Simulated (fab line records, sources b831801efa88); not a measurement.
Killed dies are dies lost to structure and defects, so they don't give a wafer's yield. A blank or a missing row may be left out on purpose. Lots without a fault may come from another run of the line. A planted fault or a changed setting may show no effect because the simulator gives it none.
Which tool did it? | flow sky130 | 13 lots, 39 wafers sampled, at 5 steps of a route of 708

WHAT THE GAUGES READ, wafer by wafer
SKY_FIELD_ISO_THK_MEAS_25.
lot  | measured    | on            | FIELD_ISO_CVD_24_THK (nm)
L769 | day 2 06:26 | film_metro-01 | 598 601 591
L772 | day 2 23:16 | film_metro-02 | 585 591 602
L776 | day 4 03:24 | film_metro-01 | 596 603 590
L778 | day 4 07:27 | film_metro-01 | 592 596 598
L780 | day 4 14:37 | film_metro-02 | 610 593 604
L782 | day 5 02:29 | film_metro-01 | 590 590 601
L783 | day 5 10:19 | film_metro-01 | 612 607 594
L784 | day 5 14:28 | film_metro-01 | 598 591 594
L786 | day 6 01:53 | film_metro-02 | 593 597 591
L788 | day 6 10:12 | film_metro-01 | 596 589 595
L790 | day 6 22:58 | film_metro-02 | 593 604 601
L791 | day 7 04:18 | film_metro-04 | 596 601 591
L792 | day 7 07:38 | film_metro-01 | 596 591 607

SKY_VT_ADJUST_HVTR_TW_MEAS_11.
lot  | measured     | on            | VT_ADJUST_HVTR_TW
L769 | day 9 12:35  | film_metro-03 | 208.4 209.3 208.4
L772 | day 11 00:50 | film_metro-01 | 211.9 212.6 212.4
L776 | day 12 12:39 | film_metro-01 | 211.2 210.8 211.2
L778 | day 12 16:05 | film_metro-03 | 187.1 185.9 186.4
L780 | day 12 20:31 | film_metro-02 | 186.4 188.3 187.1
L782 | day 13 17:11 | film_metro-02 | 187.0 187.5 186.5
L783 | day 14 06:18 | film_metro-01 | 213.2 212.9 213.8
L784 | day 14 12:32 | film_metro-03 | 209.7 209.6 210.9
L786 | day 15 01:11 | film_metro-03 | 209.8 210.3 209.5
L788 | day 15 13:50 | film_metro-02 | 210.7 210.6 210.2
L790 | day 16 12:22 | film_metro-02 | 211.0 210.8 211.0
L791 | day 16 17:05 | film_metro-03 | 212.5 210.7 210.8
L792 | day 16 19:58 | film_metro-01 | 212.8 211.5 212.9

WHICH TOOL RAN EACH LOT (tool, then ch and the chambers of the sampled wafers, then the start)
lot  | SKY_FIELD_ISO_ETCH_17           | SKY_PWDE_STRIP_09                   | SKY_VT_ADJUST_HVTR_IMPLANT_09
L769 | rie_si-01 ch 0,1,3, day 2 04:42 | plasma_asher-04 ch 0,1, day 3 17:36 | implanter-02 ch 0, day 9 12:22
L772 | rie_si-02 ch 0,2,3, day 2 20:33 | plasma_asher-03 ch 0,1, day 4 22:49 | implanter-02 ch 0, day 11 00:35
L776 | rie_si-01 ch 2,3, day 3 20:09   | plasma_asher-03 ch 0,1, day 5 23:51 | implanter-02 ch 0, day 12 12:26
L778 | rie_si-01 ch 1,2, day 4 03:02   | plasma_asher-03 ch 0,1, day 6 03:19 | implanter-02 ch 0, day 12 15:51
L780 | rie_si-02 ch 1,3, day 4 12:45   | plasma_asher-04 ch 0,1, day 6 08:06 | implanter-02 ch 0, day 12 20:17
L782 | rie_si-02 ch 0,2,3, day 5 00:23 | plasma_asher-03 ch 0,1, day 6 23:34 | implanter-02 ch 0, day 13 16:56
L783 | rie_si-02 ch 2,3, day 5 06:24   | plasma_asher-01 ch 0,1, day 7 08:21 | implanter-04 ch 0, day 14 06:05
L784 | rie_si-02 ch 0,2,3, day 5 12:00 | plasma_asher-01 ch 0,1, day 7 12:01 | implanter-03 ch 0, day 14 12:17
L786 | rie_si-01 ch 0,1, day 6 00:12   | plasma_asher-01 ch 0,1, day 7 22:40 | implanter-03 ch 0, day 15 00:56
L788 | rie_si-02 ch 0,2, day 6 08:33   | plasma_asher-04 ch 0,1, day 8 07:10 | implanter-03 ch 0, day 15 13:35
L790 | rie_si-02 ch 0,1,3, day 6 20:18 | plasma_asher-04 ch 0,1, day 9 01:18 | implanter-04 ch 0, day 16 12:10
L791 | rie_si-02 ch 1,2,3, day 6 23:27 | plasma_asher-01 ch 0,1, day 9 05:07 | implanter-03 ch 0, day 16 16:50
L792 | rie_si-01 ch 2,3, day 7 04:36   | plasma_asher-03 ch 0,1, day 9 06:17 | implanter-02 ch 0, day 16 19:45
- SKY_FIELD_ISO_ETCH_17: etches Si in HBr/Cl2/O2, target depth 342 nm, time 97.7 s.
- SKY_PWDE_STRIP_09: strips in O2/N2.
- SKY_VT_ADJUST_HVTR_IMPLANT_09

WHAT THE TOOLS THEMSELVES READ (means of the sampled wafers that have a number; where no wafer has one, the mark that the record gives instead)
SKY_FIELD_ISO_ETCH_17.
lot  | tool      | O2_flow_sccm (sccm) | drypump_motor_current_A (A) | oes_product_au (a.u.) | throttle_valve_pct (%)
L769 | rie_si-01 | 6.007               | 5.3                         | 0.999                 | 25.654
L772 | rie_si-02 | 6.000               | 5.6                         | 0.999                 | 25.655
L776 | rie_si-01 | 6.012               | 5.8                         | 0.996                 | 25.665
L778 | rie_si-01 | 6.015               | 6.3                         | 1.012                 | 25.653
L780 | rie_si-02 | 6.000               | 5.7                         | 0.996                 | 25.658
L782 | rie_si-02 | 6.003               | 5.6                         | 0.989                 | 25.667
L783 | rie_si-02 | 6.007               | 5.4                         | 0.991                 | 25.653
L784 | rie_si-02 | 5.983               | 5.6                         | 0.995                 | 25.661
L786 | rie_si-01 | 6.016               | 5.1                         | 0.999                 | 25.654
L788 | rie_si-02 | 6.005               | 5.4                         | 0.993                 | 25.654
L790 | rie_si-02 | 5.994               | 5.7                         | 1.008                 | 25.654
L791 | rie_si-02 | 5.997               | 5.5                         | 1.001                 | 25.655
L792 | rie_si-01 | 6.006               | 5.8                         | 1.003                 | 25.653

SKY_PWDE_STRIP_09.
lot  | tool            | drypump_motor_current_A (A) | oes_product_au (a.u.) | strip_time_to_endpoint_s (s)
L769 | plasma_asher-04 | 5.6                         | 0.727                 | 36.96
L772 | plasma_asher-03 | 5.5                         | 0.721                 | 37.01
L776 | plasma_asher-03 | 5.5                         | 0.722                 | 37.02
L778 | plasma_asher-03 | 5.6                         | 0.722                 | 36.83
L780 | plasma_asher-04 | 5.6                         | 0.725                 | 37.01
L782 | plasma_asher-03 | 5.6                         | 0.719                 | 37.02
L783 | plasma_asher-01 | 6.0                         | 0.725                 | 36.89
L784 | plasma_asher-01 | 6.1                         | 0.721                 | 36.98
L786 | plasma_asher-01 | 6.1                         | 0.724                 | 36.74
L788 | plasma_asher-04 | 5.4                         | 0.720                 | 36.99
L790 | plasma_asher-04 | 5.6                         | 0.719                 | 36.87
L791 | plasma_asher-01 | 6.0                         | 0.721                 | 36.93
L792 | plasma_asher-03 | 5.7                         | 0.727                 | 36.99

SKY_VT_ADJUST_HVTR_IMPLANT_09.
lot  | tool         | dose_ions_cm2 | faraday_current_uA
L769 | implanter-02 | 2.1025e+12    | 11.76
L772 | implanter-02 | 2.0983e+12    | 11.81
L776 | implanter-02 | 2.0952e+12    | 11.76
L778 | implanter-02 | 1.3823e+12    | 7.78
L780 | implanter-02 | 1.3816e+12    | 7.81
L782 | implanter-02 | 1.3842e+12    | 7.76
L783 | implanter-04 | 2.0998e+12    | 12.10
L784 | implanter-03 | 2.1016e+12    | 11.78
L786 | implanter-03 | 2.1009e+12    | 11.95
L788 | implanter-03 | 2.1000e+12    | 11.97
L790 | implanter-04 | 2.1014e+12    | 11.85
L791 | implanter-03 | 2.0989e+12    | 11.95
L792 | implanter-02 | 2.0985e+12    | 11.62

THE ANSWER, worked out from the rows above alone
Rule: what is usual is taken from the lots themselves. Put in order of their means at a reading, lots are off if they are a third of the lots or fewer, leave a main group of 4 or more, and stand apart from it by a gap of 3 or more times the standard deviation of the main group's means; of several such gaps the widest counts. A main group whose means are all the same, to the digits that the tables above print for the reading, isn't used. A lot without any number at a reading at which 4 lots or more have one is off too. The other lots that the step has rows for count as sound. The gauges are gone through in route order, then the tools' own readings, and for those a lot's mean is taken as printed above. The first step at which some lot is off is used, and at that step the reading that is off furthest; a lot without a number counts as furthest.
Off: L778, L780, L782, at SKY_VT_ADJUST_HVTR_TW_MEAS_11 (VT_ADJUST_HVTR_TW). The main group: mean 211.0, standard deviation 1.3.
A tool fits if, at a process step before that reading, it ran every lot that is off, and no sound lot after the first of them. The gauges at SKY_VT_ADJUST_HVTR_TW_MEAS_11 aren't tried: what is off there is off at SKY_VT_ADJUST_HVTR_IMPLANT_09 too, on other tools, and a gauge's error can't cause that. None of those tried fits.

WHAT THE SIMULATOR HAD PUT IN
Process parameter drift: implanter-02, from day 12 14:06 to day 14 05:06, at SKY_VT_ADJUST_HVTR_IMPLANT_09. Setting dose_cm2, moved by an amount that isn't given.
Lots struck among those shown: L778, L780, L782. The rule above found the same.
